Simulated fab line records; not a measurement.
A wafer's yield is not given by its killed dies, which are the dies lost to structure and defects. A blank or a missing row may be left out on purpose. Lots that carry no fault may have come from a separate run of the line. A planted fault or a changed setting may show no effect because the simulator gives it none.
8D (eight disciplines) problem report, filled in by code	flow gf180mcu	the parts of the form that need people (team, actions taken, sign-off) are left out

1. WHAT IS WRONG
Across 6 wafers from 2 lots, POLY_GATE_CVD_00_THK at GF_POLY_GATE_THK_MEAS_01 averages 232.8 nm, while fault-free wafers read 200.4 nm with a standard deviation of 1.6. That puts it +20 standard deviations away from the usual mean.
First seen on wafer L114.2, day 13 07:03, on film_metro-04. The record has a number at this step for 42 wafers belonging to 14 lots. The rule behind "out" and "out of limits": a value lying over 4 standard deviations away from the usual mean. The other wafers with a number count as sound.

2. WHAT IT IS AND WHAT IT IS NOT
question	is	is not
which readings at this step	POLY_GATE_CVD_00_THK	-
which lots	L114, L115	L101, L102, L103, L104, L105, L106, L107, L110, L112, L116, L997, L999
which wafers of those lots	all that have a number	-
read on which gauges	film_metro-02, film_metro-04	film_metro-01
when	from day 13 07:03	up to then (33 sound wafers); but 3 sound wafers of L116 came after

3. SUSPECTS, AND WHAT RULES EACH OUT
Counting: a tool at any process step up to the reading remains a suspect when it ran all the lots that are out and ran no sound lot after the first of those.
- ruled out: the gauge at GF_POLY_GATE_THK_MEAS_01. The wafers that are out were read on 2 gauges (film_metro-02, film_metro-04).
- lpcvd-02 at GF_POLY_GATE_CVD_00 (deposits poly-Si, target thk 200 nm, time 1200 s): kept. All lots that are out passed through it, beginning with L114 at day 13 05:43, and no sound lot followed; its final sound lot before that point was L110 at day 12 01:30. Its own spike_tc_centre_C readings are out on those wafers.
Remaining after the count: lpcvd-02 at GF_POLY_GATE_CVD_00.

4. THE CAUSE (what the simulator had put in)
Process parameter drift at GF_POLY_GATE_CVD_00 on lpcvd-02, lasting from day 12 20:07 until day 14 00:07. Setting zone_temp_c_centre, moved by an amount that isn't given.
This tool alone remained once counting was done.

5. SEQUENCE OF EFFECTS, ordered by route
Each row: a reading where the mean over the struck wafers with a number is more than 3 standard deviations away from the usual. Only readings whose record carries a usual standard deviation are examined. hours: median over the lots of the time between each lot's start at the first step of this table that gives one and its start at this step. sigmas: the change, counted in usual standard deviations.
hours	step	reading	usual	on struck wafers	change	sigmas
0	GF_POLY_GATE_CVD_00	spike_tc_centre_C	620.7 C	641.4	+20.7	+17
0	GF_POLY_GATE_CVD_00	zone_power_lower_pct	9.9 %	8.0	-1.9	-4.2
1	GF_POLY_GATE_THK_MEAS_01	POLY_GATE_CVD_00_THK	200.4 nm	232.8	+32.4	+20
Here are the process steps it includes:
- GF_POLY_GATE_CVD_00: deposits poly-Si, target thk 200 nm, time 1200 s.
Later measuring or inspecting steps at which every struck wafer that the step has a row for has a number for every such reading, and none has moved that far: GF_HV_LDD_TW_MEAS_50.

6. WHAT WOULD HAVE CAUGHT IT SOONER
The first out-of-limits reading at a measuring or inspecting step in this record came at day 13 07:03, 11 hours after the fault's start at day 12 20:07.
The tool's own readings at GF_POLY_GATE_CVD_00 were out on every struck wafer that the step has a row for (spike_tc_centre_C): an alarm limit on them would have fired on the first of those.
Of the lots that are out (2), L115 began GF_POLY_GATE_CVD_00 on lpcvd-02 after day 13 07:03. Holding the tool at that time would have saved it.
